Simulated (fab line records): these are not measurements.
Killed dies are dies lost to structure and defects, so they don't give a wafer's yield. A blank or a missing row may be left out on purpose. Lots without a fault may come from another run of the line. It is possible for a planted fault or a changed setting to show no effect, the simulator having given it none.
A struck lot beside a sound one | flow gf180mcu | 37 steps out of a route of 602
Sound: these wafers, L476.1, L476.2, L476.5. Struck: wafer L488.1 (left out: L488.3, L488.6 of the same lot, which were not struck); the cause appears at the end.
Order at every step that has rows: each side's tool, ch and its chambers, its first start. Under that, the readings that differ: sound wafers | struck wafers | difference of the means | sigmas: that difference in standard deviations of wafers without a fault.
alike: words and numbers the same on both sides, and readings whose means are apart by under 2 such deviations; not compared: readings that were withheld, readings missing a value for some wafer, numbers with overlapping values and no deviation given by the record, and bounds like >300 which may hide the same value.
Wherever a step has rows on one side only, a row that says differs or no value, or a row with sigmas, the two part there. Numbers that have no deviation but don't overlap get no sigmas and don't part them. Lack of a reading on every wafer of one side parts them only where that side has two or more wafers.

first, 2 steps without rows for these wafers: GF_M1_PEB_12 (peb time 90 s); GF_M1_DEVELOP_13 (develop time 60 s).
GF_M1_CD_MEAS_14: the cd target is 230 nm.
  sound on cd-sem-02, day 17 19:47; struck on cd-sem-02, day 22 00:05
  alike: cd-nm
GF_M1_OVL_MEAS_15:
  sound on overlay-01, day 17 19:55; struck on overlay-02, day 22 00:13
  alike: M1_OVL
GF_M1_METAL_ETCH_16: etches the open film in Cl2/BCl3, stops on SiO2, target depth 627.5 nm, time 104.6 s.
  sound on rie-metal-02 ch 0,1, day 17 19:57; struck on rie-metal-04 ch 1, day 22 00:15
  alike: drypump-motor-current-A, oes-product-au, throttle-valve-pct
  not compared: rf-hours-counter-h
GF_M1_STRIP_17: strips in O2/N2.
  sound on plasma-asher-01 ch 0,1, day 17 20:04; struck on plasma-asher-04 ch 1, day 22 00:22
  reading             | sound          | struck | difference | sigmas
  o2-flow-sccm (sccm) | 3020 3016 3008 | 2988   | -27        | -3
  alike: drypump-motor-current-A, heater-power-w, oes-product-au, strip-time-to-endpoint-s
  not compared: rf-hours-counter-h
then, 3 steps without rows for these wafers: GF_M1_STRIP_18 (strips in post etch residue remover, time 1200 s); GF_M1_CLEAN_19 (cleans in DIW); GF_V1_CVD_00 (deposits SiO2, target thk 600 nm, time 100 s).
GF_V1_THK_MEAS_01:
  sound on film-metro-01, day 17 20:40; struck on film-metro-01, day 22 00:58
  alike: V1_CVD_00_THK
GF_V1_CVD_02: deposits SiO2 from TEOS, target thk 850 nm, time 94.851 s.
  sound on pecvd-03 ch 0,1, day 17 20:44; struck on pecvd-01 ch 1, day 22 01:02
  alike: heater-power-w
GF_V1_THK_MEAS_03:
  sound on film-metro-03, day 17 20:48; struck on film-metro-02, day 22 01:06
  alike: V1_CVD_02_THK
GF_V1_CMP_04: polishes SiO2.
  sound on cmp-02 ch 1,2,3, day 17 21:10; struck on cmp-02 ch 2, day 22 01:10
  reading                             | sound             | struck | difference | sigmas
  time-to-endpoint-s (s)              | 86 83 93          | 101    | +14        | +2
  model.SiO2_of_V1_CVD_02.thk-nm (nm) | 634.6 634.8 634.8 | 703.7  | +69.0      |
  alike: motor-current-A, retaining-ring-pressure-frac
GF_V1_BOW_MEAS_05:
  sound on film-metro-03, day 17 21:28; struck on film-metro-03, day 22 01:28
  alike: V1_BOW
then, 8 steps without rows for these wafers: GF_V1_DEHYDRATE_06 (time 60 s); GF_V1_HMDS_07 (prime time 60 s); GF_V1_COAT_08; GF_V1_COAT_09 (resist thk 1000 nm); GF_V1_SOFTBAKE_10 (time 60 s); GF_V1_EXPOSE_11 (exposes mask Via1, target cd 260 nm); GF_V1_PEB_12 (peb time 90 s); GF_V1_DEVELOP_13 (develop time 60 s).
GF_V1_CD_MEAS_14: the cd target is 260 nm.
  sound on cd-sem-02, day 18 21:59; struck on cd-sem-02, day 23 01:26
  alike: cd-nm
GF_V1_OVL_MEAS_15:
  sound on overlay-01, day 18 22:07; struck on overlay-02, day 23 01:34
  alike: V1_OVL
then, 1 step without rows for these wafers: GF_V1_ETCH_16 (etches BARC in N2/H2).
GF_V1_ETCH_17: etches SiO2 in C4F8/O2/Ar, stops on TiN, target depth 630 nm.
  sound on rie-diel-02 ch 0,3; struck on rie-diel-02 ch 1
  reading                        | sound             | struck | difference | sigmas
  oes-product-au (a.u.)          | 0.857 0.856 0.862 | 0.916  | +0.058     | +12
  model.V1.feature-depth-nm (nm) | 634.6 634.8 634.8 | 703.7  | +69.0      |
  model.etch.depth-nm (nm)       | 634.6 634.8 634.8 | 703.7  | +69.0      |
then, 5 steps without rows for these wafers: GF_V1_STRIP_18 (strips in O2/N2); GF_V1_STRIP_19 (strips in post etch residue remover, time 1200 s); GF_V1_CLEAN_20 (cleans in DIW); GF_V1_SPUTTER_21 (material Ti, target thk 15 nm, time 80.02 s); GF_V1_SPUTTER_22 (material TiN, target thk 10 nm, time 40 s).
GF_V1_CVD_23: deposits W, target thk 350 nm, time 105.05 s.
  sound on cvd-w-02 ch 0,1, day 18 22:56; struck on cvd-w-01 ch 1, day 23 02:22
  alike: heater-power-w
GF_V1_RS_MEAS_24: a four-point-probe measurement.
  sound on film-metro-01, day 18 23:04; struck on film-metro-02, day 23 02:28
  alike: V1_W_RS
GF_V1_THK_MEAS_25: measures by xrf.
  sound on film-metro-01, day 18 23:11; struck on film-metro-02, day 23 02:35
  alike: V1_W_THK
GF_V1_CMP_26: polishes, stops on SiO2, t overpolish 15 s, target thk 0 nm.
  sound on cmp-01 ch 0,1,3, day 18 23:20; struck on cmp-01 ch 1, day 23 02:45
  reading                             | sound         | struck | difference | sigmas
  model.SiO2_of_V1_CVD_02.thk-nm (nm) | 630.8 631 631 | 699.9  | +69.0      |
  alike: motor-current-A, retaining-ring-pressure-frac
GF_M2_SPUTTER_00: material Ti, target thk 37.5 nm, time 150 s.
  sound on pvd-sputter-04, day 18 23:32; struck on pvd-sputter-02, day 23 02:57
  alike: throttle-valve-pct
after that, 1 step had no rows for these wafers: GF_PASSIVATION_PROBE_99.

WHERE THEY PART
At GF_M1_STRIP_17 first; at GF_V1_ETCH_17 last (within this record only). Later steps at which nothing parts them and some readings are alike: GF_V1_CVD_23, GF_V1_RS_MEAS_24, GF_V1_THK_MEAS_25, GF_V1_CMP_26, GF_M2_SPUTTER_00.

WHY: whatever the simulator had introduced
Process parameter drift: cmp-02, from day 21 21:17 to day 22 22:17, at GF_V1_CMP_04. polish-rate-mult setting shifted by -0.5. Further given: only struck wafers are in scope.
